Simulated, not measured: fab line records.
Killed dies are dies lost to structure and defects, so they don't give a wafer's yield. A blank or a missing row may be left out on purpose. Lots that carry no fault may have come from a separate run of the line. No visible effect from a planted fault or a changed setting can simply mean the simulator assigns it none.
One fault seen from 2 desks	flow sky130	numbers are kept per desk, each desk with only its own; the story behind them comes last

== METROLOGY DESK ==
Means of the sampled wafers that have a number, per lot and without regard to the tool the lot ran on: this is what the gauges read. Marked OUT: a lot whose mean sits more than 4 standard deviations from the usual mean, which makes it out of limits; the brackets give that distance.
Columns: A = CONTACT_BOW at SKY_CONTACT_BOW_MEAS_05, usual 82 um; B = cdNm at SKY_METAL1_CD_MEAS_15, usual 139.9 nm
lot	first seen here	A	B
L683	day 30 22:07	89	141.3
L685	day 31 11:58	83	140.6
L684	day 31 14:46	79	140.2
L686	day 31 21:26	81	139.0
L687	day 32 13:47	83	143.1
L689	day 32 19:34	73	140.2
L688	day 32 22:49	76	138.5
L690	day 33 05:32	76	141.2
L691	day 33 14:42	80	140.7
L692	day 33 20:49	81	137.6
L693	day 34 00:40	81	137.4
L695	day 34 21:24	77	141.4
L700	day 35 23:37	83	60.5 (-50) OUT
L701	day 36 08:39	92	66.5 (-46) OUT
This desk's finding: out of limits on L700, L701; first on L700, day 38 05:24 (cdNm at SKY_METAL1_CD_MEAS_15). Within limits: L683, L685, L684, L686, L687, L689, L688, L690, L691, L692, L693, L695.

== TOOL OWNER'S DESK, krfScanner-01 ==
The tool's own readings at SKY_METAL1_EXPOSE_12 (exposes mask MM1, target cd 140 nm): means of the sampled wafers that have a number, for each lot that ran on this tool. Marked OUT: a lot whose mean sits more than 4 standard deviations from the usual mean, which makes it out of limits; the brackets give that distance.
Columns: A = reticleTempC at SKY_METAL1_EXPOSE_12, usual 23.00 C
lot	first seen here	A
L683	day 32 15:50	23.06
L685	day 33 06:53	22.93
L695	day 36 14:00	23.10
L700	day 37 16:38	23.04
L701	day 38 02:49	23.07
This desk's finding: nothing out of limits on any of the 5 lots.

== PUT TOGETHER ==
Metrology desk: alarm possible at day 38 05:24 on L700, L701.
Nothing out of limits was seen by the tool owner's desk.
The tool owner's desk has L700, L701 on record, within its limits.
On krfScanner-01, each named lot ran SKY_METAL1_EXPOSE_12.

== WHAT THE SIMULATOR HAD INSERTED ==
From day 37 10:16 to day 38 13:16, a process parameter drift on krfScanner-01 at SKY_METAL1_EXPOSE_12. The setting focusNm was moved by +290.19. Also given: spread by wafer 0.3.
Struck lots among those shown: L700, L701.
Hours from the fault's start to each desk's first reading out of limits: the metrology desk, 19.
